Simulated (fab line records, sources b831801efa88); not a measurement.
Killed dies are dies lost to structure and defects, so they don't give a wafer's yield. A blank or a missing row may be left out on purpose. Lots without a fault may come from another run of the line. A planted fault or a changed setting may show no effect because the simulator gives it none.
Split-lot experiment | flow sky130 | 5 lots, 23 wafers read, on a route of 708 steps

THE SPLIT
At SKY_VIA2_SPUTTER_20 (material TiN, target thk 20 nm, time 80 s), the setting power_w was moved away from the recipe's 4000 W on 11 of the 23 wafers read, by -9.3% to +10.3%. The other wafers ran this setting at the recipe's value.

The reading is taken at the split's own step.

THE READING
TiN_of_VIA2_SPUTTER_20.thk_nm (the simulator's own value, which no gauge read), in nm, at SKY_VIA2_SPUTTER_20 (material TiN, target thk 20 nm, time 80 s). The file gives no usual value for it. The 12 wafers here that ran the recipe average 20.00 nm, standard deviation 0.25 nm.

wafer  | tool, chamber at the split | power_w as run, W | against the recipe | TiN_of_VIA2_SPUTTER_20.thk_nm, nm | against lot-mates on the recipe
L074.1 | pvd_sputter-04, -          | 3873              | -3.2%              | 19.53                             | -0.66
L074.2 | pvd_sputter-04, -          | 4000              | recipe             | 20.37                             | -
L074.3 | pvd_sputter-04, -          | 4000              | recipe             | 20.24                             | -
L074.4 | pvd_sputter-04, -          | 3873              | -3.2%              | 19.46                             | -0.73
L074.6 | pvd_sputter-04, -          | 4000              | recipe             | 19.95                             | -
L075.1 | pvd_sputter-03, -          | 4414              | +10.3%             | 22.03                             | +2.30
L075.3 | pvd_sputter-03, -          | 4000              | recipe             | 19.63                             | -
L075.4 | pvd_sputter-03, -          | 4414              | +10.3%             | 21.82                             | +2.09
L075.5 | pvd_sputter-03, -          | 4414              | +10.3%             | 21.58                             | +1.84
L075.6 | pvd_sputter-03, -          | 4000              | recipe             | 19.84                             | -
L076.1 | pvd_sputter-01, -          | 3627              | -9.3%              | 17.94                             | -2.04
L076.2 | pvd_sputter-01, -          | 3627              | -9.3%              | 18                                | -1.98
L076.3 | pvd_sputter-01, -          | 4000              | recipe             | 20.18                             | -
L076.5 | pvd_sputter-01, -          | 4000              | recipe             | 19.77                             | -
L076.6 | pvd_sputter-01, -          | 3627              | -9.3%              | 17.87                             | -2.11
L077.1 | pvd_sputter-01, -          | 3708              | -7.3%              | 19.01                             | -1.20
L077.2 | pvd_sputter-01, -          | 3708              | -7.3%              | 18.82                             | -1.39
L077.3 | pvd_sputter-01, -          | 4000              | recipe             | 20.03                             | -
L077.4 | pvd_sputter-01, -          | 4000              | recipe             | 20.4                              | -
L077.6 | pvd_sputter-01, -          | 3708              | -7.3%              | 18.76                             | -1.45
L081.1 | pvd_sputter-01, -          | 4000              | recipe             | 19.61                             | -
L081.2 | pvd_sputter-01, -          | 4000              | recipe             | 19.87                             | -
L081.3 | pvd_sputter-01, -          | 4000              | recipe             | 20.06                             | -

THE FIT
A straight line over all 23 wafers: TiN_of_VIA2_SPUTTER_20.thk_nm changes by +0.186 nm for each +1% of power_w; r = +0.97; the points scatter about the line by 0.26 nm.
The same after taking each lot's own level away (the mean of its wafers on the recipe; 23 wafers): +0.204 nm for each +1%; r = +0.99; scatter 0.17 nm.
On that fit, the largest move of power_w shifts the reading by 2.1 nm.
The lots' own levels span 19.735 to 20.215 nm, that is 1.9 times the standard deviation above.
So the lot-to-lot level changes the slope little: the two slopes agree.
Check: with one of the wafers moved furthest among these (+10.3%) left out of the fit, the line predicts +2.04 nm for it against its lot-mates. It came out at +2.3 nm against them.

THE FILE'S OWN FIT
TiN_of_VIA2_SPUTTER_20.thk_nm changes by +0.204 nm for each +1% of power_w, r = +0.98.
